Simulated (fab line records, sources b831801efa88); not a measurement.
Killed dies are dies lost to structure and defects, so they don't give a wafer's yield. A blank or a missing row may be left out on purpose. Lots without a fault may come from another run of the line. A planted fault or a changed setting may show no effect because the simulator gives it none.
Problem report in the 8D (eight disciplines) form, filled by code | flow gf180mcu | the parts of the form that need people (team, actions taken, sign-off) are left out

1. THE PROBLEM
beam_on_s at GF_VT_IMPLANT_IMPLANT_41 reads a mean of 10.76 s on 3 wafers of 3 lots; wafers without a fault read 9.98 s with a standard deviation of 0.18. That is +4.3 standard deviations from the usual mean.
First seen on wafer L992.5, day 11 00:21, on implanter-01. The record holds 19 wafers of 7 lots with a number at this step. Rule for "out", or "out of limits": more than 4 standard deviations from the usual mean. The other wafers with a number count as sound.

2. WHAT IT IS AND WHAT IT IS NOT
question                    | is                     | is not
which readings at this step | beam_on_s              | -
which lots                  | L992, L994, L995       | L984, L996, L997, L999
which wafers of those lots  | L992.5, L994.5, L995.5 | L992.3, L992.4, L994.4, L995.4
read on which tools         | implanter-01           | implanter-02, implanter-03
when                        | from day 11 00:21      | up to then (5 sound wafers); but 11 sound wafers of L994, L995, L996, L997, L999 came after

3. SUSPECTS, AND WHAT RULES EACH OUT
Counting: a tool at a process step up to the reading stays a suspect if it ran every lot that is out. Sound lots after the first of them don't rule it out here, since some wafers of a struck lot are sound.
- implanter-01 at GF_VT_IMPLANT_IMPLANT_41: kept. It ran every lot that is out, first L992 (day 11 00:21); its last sound lot up to then is L984 (day 8 15:05). Its own readings are out on those wafers: beam_on_s.
Left after counting: implanter-01 at GF_VT_IMPLANT_IMPLANT_41.

4. THE CAUSE (what the simulator had put in)
Process parameter drift: implanter-01, from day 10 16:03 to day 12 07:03, at GF_VT_IMPLANT_IMPLANT_41. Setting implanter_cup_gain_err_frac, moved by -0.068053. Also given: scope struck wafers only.
Counting left only this tool.

5. THE CHAIN OF EFFECTS, in route order
Each row: a reading whose mean over the struck wafers that have a number lies more than 3 standard deviations from the usual. Only readings for which the record gives a usual standard deviation are gone through. hours: the time from each lot's start at the first step in this table that gives one to its start at this step, as a median over the lots. sigmas: the change in usual standard deviations.
hours | step                     | reading            | usual  | on struck wafers | change | sigmas
0     | GF_VT_IMPLANT_IMPLANT_41 | beam_on_s          | 9.98 s | 10.76            | +0.78  | +4.3
0     | GF_VT_IMPLANT_IMPLANT_41 | faraday_current_uA | 5.72   | 5.31             | -0.41  | -4.1
0     | GF_VT_IMPLANT_TW_MEAS_43 | VT_IMPLANT_4_TW    | 691    | 704              | +13    | +3.4
The process steps in it:
- GF_VT_IMPLANT_IMPLANT_41

6. WHAT WOULD HAVE CAUGHT IT SOONER
In this record the first reading out of limits was taken at day 11 00:21, 8 hours after the fault began at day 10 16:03.
